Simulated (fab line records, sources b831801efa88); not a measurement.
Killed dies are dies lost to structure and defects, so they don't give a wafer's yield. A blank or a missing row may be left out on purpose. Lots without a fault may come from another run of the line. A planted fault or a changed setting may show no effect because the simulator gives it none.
Which tool did it? | flow gf180mcu | 7 lots, 21 wafers sampled, at 2 steps of a route of 602

WHAT THE GAUGES READ, wafer by wafer
GF_HV_LDD_TW_MEAS_23.
lot  | measured     | on            | HV_LDD_2_TW
L998 | day 11 07:26 | film_metro-02 | 1038 1035 1037
L100 | day 12 00:01 | film_metro-01 | 1070 1075 1077
L104 | day 13 01:07 | film_metro-04 | 1049 1045 1054
L105 | day 13 11:52 | film_metro-01 | 1061 1065 1064
L110 | day 14 22:00 | film_metro-04 | 1054 1050 1046
L115 | day 16 09:19 | film_metro-02 | 899 902 900
L120 | day 17 22:59 | film_metro-02 | 1040 1043 1046

WHICH TOOL RAN EACH LOT (tool, then ch and the chambers of the sampled wafers, then the start)
lot  | GF_HV_LDD_IMPLANT_21
L998 | implanter-04 ch 0, day 11 07:11
L100 | implanter-04 ch 0, day 11 23:46
L104 | implanter-04 ch 0, day 13 00:52
L105 | implanter-02 ch 0, day 13 11:38
L110 | implanter-04 ch 0, day 14 21:45
L115 | implanter-04 ch 0, day 16 09:05
L120 | implanter-02 ch 0, day 17 22:44
- GF_HV_LDD_IMPLANT_21

THE ANSWER, worked out from the rows above alone
Rule: what is usual is taken from the lots themselves. Put in order of their means at a reading, lots are off if they are a third of the lots or fewer, leave a main group of 4 or more, and stand apart from it by a gap of 3 or more times the standard deviation of the main group's means; of several such gaps the widest counts. A main group whose means are all the same, to the digits that the tables above print for the reading, isn't used. A lot without any number at a reading at which 4 lots or more have one is off too. The other lots that the step has rows for count as sound.
Off: L115, at GF_HV_LDD_TW_MEAS_23 (HV_LDD_2_TW). The main group: mean 1053, standard deviation 12.
A tool fits if, at a process step before that reading, it ran every lot that is off, and no sound lot after the first of them. The gauges at GF_HV_LDD_TW_MEAS_23 are tried like those tools. One fits: implanter-04 at GF_HV_LDD_IMPLANT_21. Its last sound lot is L110 (day 14 21:45), its first lot that is off L115 (day 16 09:05): a fault that began between those two fits.

WHAT THE SIMULATOR HAD PUT IN
Process parameter drift: implanter-04, from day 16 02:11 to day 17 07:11, at GF_HV_LDD_IMPLANT_21. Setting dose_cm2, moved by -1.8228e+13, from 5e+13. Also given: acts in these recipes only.
Lots struck among those shown: L115. The rule above found the same.
